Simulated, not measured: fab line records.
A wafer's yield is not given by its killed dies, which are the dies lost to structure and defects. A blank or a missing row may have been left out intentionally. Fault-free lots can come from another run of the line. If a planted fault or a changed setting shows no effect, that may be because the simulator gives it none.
What tool caused it? -- flow gf180mcu -- 13 lots, 39 wafers sampled, at 3 steps of a route of 602

== WHAT EACH GAUGE READ, for each wafer ==
GF_M1_OVL_MEAS_15.
lot,measured,on,M1_OVL (nm)
L377,day 16 21:11,overlay-02,-2 0 -4
L379,day 17 20:16,overlay-02,-5 -7 1
L381,day 18 12:46,overlay-02,-12 -3 -4
L383,day 19 11:04,overlay-02,2 -7 -2
L384,day 19 18:04,overlay-01,-7 -7 -7
L385,day 20 03:56,overlay-02,-7 -5 -2
L388,day 21 06:47,overlay-02,-3 -11 -13
L389,day 21 16:13,overlay-02,-2 0 -3
L391,day 22 06:13,overlay-01,-12 -16 -7
L395,day 23 17:21,overlay-01,-11 0 -3
L396,day 24 03:25,overlay-02,-5 -2 3
L399,day 24 19:59,overlay-02,-5 2 0
L400,day 25 08:13,overlay-02,-2 4 -5

== EACH LOT AND THE TOOL THAT RAN IT (in order: tool; ch and the chambers of the sampled wafers; start) ==
lot,GF_M1_SPUTTER_00,GF_M1_SOFTBAKE_10
L377,"pvd-sputter-03, day 15 22:41","litho-track-03 ch 0, day 16 09:53"
L379,"pvd-sputter-04, day 16 21:14","litho-track-03 ch 0, day 17 08:58"
L381,"pvd-sputter-04, day 17 12:43","litho-track-04 ch 0, day 18 00:57"
L383,"pvd-sputter-03, day 18 11:09","litho-track-01 ch 0, day 18 22:40"
L384,"pvd-sputter-01, day 18 17:37","litho-track-01 ch 0, day 19 06:22"
L385,"pvd-sputter-03, day 19 03:21","litho-track-03 ch 0, day 19 15:25"
L388,"pvd-sputter-04, day 20 06:11","litho-track-01 ch 0, day 20 18:25"
L389,"pvd-sputter-04, day 20 16:23","litho-track-04 ch 0, day 21 04:16"
L391,"pvd-sputter-01, day 21 06:56","litho-track-04 ch 0, day 21 18:28"
L395,"pvd-sputter-01, day 22 18:35","litho-track-03 ch 0, day 23 05:58"
L396,"pvd-sputter-04, day 23 04:42","litho-track-01 ch 0, day 23 16:07"
L399,"pvd-sputter-04, day 23 21:01","litho-track-04 ch 0, day 24 08:58"
L400,"pvd-sputter-04, day 24 10:19","litho-track-01 ch 0, day 24 21:04"
- GF_M1_SPUTTER_00: material Ti, target thk 37.5 nm, time 150 s.
- GF_M1_SOFTBAKE_10: time 60 s.

== AS READ BY THE TOOLS THEMSELVES (means over the sampled wafers that have a number; for cases with no such wafer, the mark the record gives instead) ==
GF_M1_SPUTTER_00.
lot,tool,throttle-valve-pct (%)
L377,pvd-sputter-03,29.7
L379,pvd-sputter-04,30.8
L381,pvd-sputter-04,30.4
L383,pvd-sputter-03,29.0
L384,pvd-sputter-01,29.7
L385,pvd-sputter-03,28.9
L388,pvd-sputter-04,30.9
L389,pvd-sputter-04,30.7
L391,pvd-sputter-01,30.1
L395,pvd-sputter-01,29.3
L396,pvd-sputter-04,30.5
L399,pvd-sputter-04,30.7
L400,pvd-sputter-04,30.7

GF_M1_SOFTBAKE_10.
lot,tool,run-length-s (s)
L377,litho-track-03,89.14
L379,litho-track-03,89.15
L381,litho-track-04,89.17
L383,litho-track-01,89.12
L384,litho-track-01,89.14
L385,litho-track-03,89.03
L388,litho-track-01,89.06
L389,litho-track-04,90.26
L391,litho-track-04,90.31
L395,litho-track-03,89.12
L396,litho-track-01,89.13
L399,litho-track-04,89.15
L400,litho-track-01,89.13

== THE ANSWER, worked out from the rows above alone ==
Rule: the lots themselves supply what counts as usual. Put in order of their means at a reading, lots are off if they are a third of the lots or fewer, leave a main group of 4 or more, and stand apart from it by a gap of 3 or more times the standard deviation of the main group's means; of several such gaps the widest counts. A main group whose means are all the same, to the digits that the tables above print for the reading, isn't used. Also off: a lot with no number at a reading for which 4 or more lots have one. All remaining lots with rows at the step are treated as sound. After the gauges, taken in route order, come the tools' own readings; for these a lot's mean is taken, as printed above. The first step at which some lot is off is used, and at that step the reading that is off furthest; a lot without a number counts as furthest.
Off at GF_M1_SOFTBAKE_10 (run-length-s): L389, L391. Mean 89.12 s and standard deviation 0.039 in the main group.
A tool fits if, at that step or a process step before it, it ran every lot that is off, and no sound lot after the first of them. None of those tried fits.

== WHAT THE SIMULATOR PUT IN ==
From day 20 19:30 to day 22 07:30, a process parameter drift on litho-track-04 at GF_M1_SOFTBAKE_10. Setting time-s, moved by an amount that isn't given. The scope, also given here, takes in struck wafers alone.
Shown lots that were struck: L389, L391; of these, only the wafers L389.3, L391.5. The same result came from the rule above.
